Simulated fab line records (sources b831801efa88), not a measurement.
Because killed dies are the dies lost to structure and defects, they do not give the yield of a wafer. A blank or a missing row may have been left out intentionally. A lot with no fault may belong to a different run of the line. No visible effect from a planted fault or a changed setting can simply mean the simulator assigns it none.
The same fault as seen by 2 desks | flow gf180mcu | every desk sees just its own numbers, and what lay behind them comes last

== TOOL OWNER'S DESK, implanter-01 ==
The tool's own readings at GF_VT_IMPLANT_IMPLANT_19, given as means over the sampled wafers that have a number, one for each lot that went through this tool. Marked OUT: a lot whose mean sits more than 4 standard deviations from the usual mean, which makes it out of limits; the brackets give that distance.
Columns: A = dose ions cm2 at GF_VT_IMPLANT_IMPLANT_19, usual 4.351e+12; B = end station pressure torr at GF_VT_IMPLANT_IMPLANT_19, usual 5.06e-06 Torr; C = faraday current uA at GF_VT_IMPLANT_IMPLANT_19, usual 24.6
lot  | first seen here | A                           | B        | C
L677 | day 6 16:33     | 4.349e+12                   | 5.10e-06 | 24.4
L687 | day 8 23:08     | 3.302e+12 (-99 or more) OUT | 5.05e-06 | 18.8 (-13) OUT
L690 | day 9 20:46     | 3.300e+12 (-99 or more) OUT | 5.15e-06 | 18.6 (-13) OUT
This desk finds L687, L690 out of limits, L687 being first, at day 8 23:08 (dose ions cm2 at GF_VT_IMPLANT_IMPLANT_19). In limits: L677.

== THE METROLOGY DESK ==
What the gauges read, lot by lot, whatever tool the lot ran on: means of the sampled wafers that have a number. Marked OUT: a lot whose mean sits more than 4 standard deviations from the usual mean, which makes it out of limits; the brackets give that distance.
Columns: A = VT_IMPLANT_2_TW at GF_VT_IMPLANT_TW_MEAS_21, usual 1226; B = HV_LDD_CVD_56_THK at GF_HV_LDD_THK_MEAS_57, usual 90.3 nm; C = NSD_OVL at GF_NSD_OVL_MEAS_08, usual -0.7 nm
lot  | first seen here | A               | B    | C
L677 | day 6 16:46     | 1220            | 90.1 | -2.3
L678 | day 6 17:22     | 1216            | 91.2 | 0.0
L679 | day 7 00:20     | 1212            | 90.4 | -2.1
L680 | day 7 07:20     | 1237            | 90.2 | -0.2
L681 | day 7 11:30     | 1234            | 91.2 | -1.0
L687 | day 8 23:22     | 1135 (-8.2) OUT | 89.6 | -0.9
L690 | day 9 21:01     | 1111 (-10) OUT  | 90.5 | -0.9
L692 | day 10 04:22    | 1223            | 89.3 | 0.1
L695 | day 10 22:55    | 1212            | 90.4 | -1.1
L700 | day 12 08:16    | 1239            | 90.5 | -0.6
This desk reports L687, L690 out of limits; the earliest was L687 at day 8 23:22 (VT_IMPLANT_2_TW at GF_VT_IMPLANT_TW_MEAS_21). In limits: L677, L678, L679, L680, L681, L692, L695, L700.

== TAKEN TOGETHER ==
At day 8 23:08, on L687, L690, the tool owner's desk was in a position to raise an alarm.
At day 8 23:22 the metrology desk could have sounded an alarm, on L687, L690.
Of the lots named, all ran GF_VT_IMPLANT_IMPLANT_19 on implanter-01.

== WHAT HAD BEEN PUT IN BY THE SIMULATOR ==
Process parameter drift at GF_VT_IMPLANT_IMPLANT_19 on implanter-01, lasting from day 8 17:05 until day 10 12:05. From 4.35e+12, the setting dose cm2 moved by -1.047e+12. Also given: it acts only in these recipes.
Lots struck among those shown: L687, L690.
Fault start to first reading out of limits, in hours, per desk: tool owner, 6; metrology, 6.
